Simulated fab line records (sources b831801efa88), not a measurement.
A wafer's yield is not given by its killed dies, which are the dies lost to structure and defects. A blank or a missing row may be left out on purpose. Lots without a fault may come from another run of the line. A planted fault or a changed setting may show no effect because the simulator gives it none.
Chamber matching :: flow gf180mcu :: GF_POLY_GATE_ETCH_13 on rie si-01 has 4 sister chambers
The step etches poly-Si in HBr/Cl2, stops on SiO2, target depth 198.5 nm, time 69.6 s. 8 wafers are shown with their chamber, then 8 later ones without.

== EACH WAFER AND ITS CHAMBER ==
wafer: L920.3
chamber: 3
drypump motor current A (A): 5.8
rf fwd power W (W): 399.9

wafer: L925.6
chamber: 2
drypump motor current A (A): 5.7
rf fwd power W (W): 397.4

wafer: L931.4
chamber: 1
drypump motor current A (A): 6.1
rf fwd power W (W): 397.1

wafer: L931.6
chamber: 0
drypump motor current A (A): 6.5
rf fwd power W (W): 393.9

wafer: L939.2
chamber: 2
drypump motor current A (A): 5.6
rf fwd power W (W): 397.9

wafer: L939.3
chamber: 0
drypump motor current A (A): 6.5
rf fwd power W (W): 395.6

wafer: L939.6
chamber: 3
drypump motor current A (A): 5.8
rf fwd power W (W): 396.4

wafer: L940.1
chamber: 1
drypump motor current A (A): 6.1
rf fwd power W (W): 397.6

== WAFERS WITHOUT THEIR CHAMBER ==
wafer: L940.3
drypump motor current A (A): 5.6
rf fwd power W (W): 397.8

wafer: L940.5
drypump motor current A (A): 5.8
rf fwd power W (W): 397.1

wafer: L942.1
drypump motor current A (A): 6.1
rf fwd power W (W): 398.3

wafer: L942.3
drypump motor current A (A): 5.6
rf fwd power W (W): 399.0

wafer: L942.5
drypump motor current A (A): 5.6
rf fwd power W (W): 396.7

wafer: L943.2
drypump motor current A (A): 5.7
rf fwd power W (W): 397.1

wafer: L943.3
drypump motor current A (A): 6.1
rf fwd power W (W): 400.6

wafer: L943.5
drypump motor current A (A): 6.1
rf fwd power W (W): 398.8

== CHAMBER TAKEN BY EACH ==
wafer: L940.3
from the rows above: 2
in truth: 2

wafer: L940.5
from the rows above: 3
in truth: 3

wafer: L942.1
from the rows above: 1
in truth: 1

wafer: L942.3
from the rows above: 2
in truth: 2

wafer: L942.5
from the rows above: 2
in truth: 2

wafer: L943.2
from the rows above: can't be placed: 2 or 3
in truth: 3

wafer: L943.3
from the rows above: 1
in truth: 1

wafer: L943.5
from the rows above: 1
in truth: 1
Correct placement for 7 of the 8. These rows do not allow placing 1 (true chamber among the candidates in 1). Placed wrongly: 0.
How it was worked out, from the rows above alone: a wafer's distance from a chamber is the root of the sum, over the readings, of the square of ((its reading less the chamber's mean) divided by the reading's scatter). If the next closest chamber is less than 2 further off than the closest, the wafer can't be placed; otherwise it belongs to the closest. For every chamber, the mean is computed from those of its wafers that are shown. The scatter: the root of (the sum of the squares of (reading less its chamber's mean) over the shown wafers, divided by (wafers less chambers)).
